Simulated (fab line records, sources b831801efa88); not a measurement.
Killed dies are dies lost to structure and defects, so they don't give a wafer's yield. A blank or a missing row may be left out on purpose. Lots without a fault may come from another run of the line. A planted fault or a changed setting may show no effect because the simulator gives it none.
A struck lot beside a sound one | flow gf180mcu | 15 steps out of a route of 602
Sound: wafers L370.2, L370.3, L370.5. Struck: wafers L377.1, L377.4, L377.6. The cause comes at the end.
At each step with rows: each side's tool, then ch and its chambers, then its first start. Under that, the readings that differ: sound wafers | struck wafers | difference of the means | sigmas: that difference in standard deviations of wafers without a fault.
alike: readings whose means differ by less than 2 such deviations, and words and numbers that are the same on both sides. not compared: withheld readings, readings that some wafer has no value for, bounds like >300 that may hide the same value, and numbers for which the record gives no deviation and whose values overlap.
The two part at a step that has a row with sigmas, a row that says differs or no value, or rows on one side only. Numbers that don't overlap but have no deviation are shown without sigmas and don't part them. A reading that every wafer of one side lacks parts them only if that side has two wafers or more.

first, 8 steps without rows for these wafers: GF_V4_DEHYDRATE_06 (time 60 s); GF_V4_HMDS_07 (prime time 60 s); GF_V4_COAT_08; GF_V4_COAT_09 (resist thk 1000 nm); GF_V4_SOFTBAKE_10 (time 60 s); GF_V4_EXPOSE_11 (exposes mask Via4, target cd 260 nm); GF_V4_PEB_12 (peb time 90 s); GF_V4_DEVELOP_13 (develop time 60 s).
GF_V4_CD_MEAS_14: target cd 260 nm.
  sound on cd_sem-01, day 27 03:53; struck on cd_sem-01, day 29 09:20
  alike: cd_nm
GF_V4_OVL_MEAS_15:
  sound on overlay-02, day 27 03:59; struck on overlay-01, day 29 09:27
  alike: V4_OVL
GF_V4_ETCH_16: etches BARC in N2/H2.
  sound on rie_diel-04 ch 0,1,2, day 27 04:01; struck on rie_diel-04 ch 0,2, day 29 09:29
  alike: chamber_pressure_mTorr, drypump_motor_current_A, oes_product_au, throttle_valve_pct
GF_V4_ETCH_17: etches SiO2 in C4F8/O2/Ar, stops on TiN, target depth 630 nm.
  sound on rie_diel-04 ch 0,1,2; struck on rie_diel-04 ch 0,2
  alike: chamber_pressure_mTorr, oes_product_au
GF_V4_STRIP_18: strips in O2/N2.
  sound on plasma_asher-02 ch 0, day 27 04:08; struck on plasma_asher-02 ch 1, day 29 09:37
  reading          | sound       | struck      | difference | sigmas
  overash_fraction | 0.5 0.5 0.5 | 0.7 0.7 0.7 | +0.2       |
  alike: chamber_pressure_mTorr, drypump_motor_current_A, heater_power_w, oes_product_au
  not compared: rf_hours_counter_h
then, 1 step without rows for these wafers: GF_V4_STRIP_19 (strips in post etch residue remover, time 1200 s).
GF_PASSIVATION_PROBE_99:
  the record has rows for the sound wafers here (prober-02, day 31 11:00) and none for the struck ones

WHERE THEY PART
Only at GF_PASSIVATION_PROBE_99, within this record.

WHY: what the simulator had put in
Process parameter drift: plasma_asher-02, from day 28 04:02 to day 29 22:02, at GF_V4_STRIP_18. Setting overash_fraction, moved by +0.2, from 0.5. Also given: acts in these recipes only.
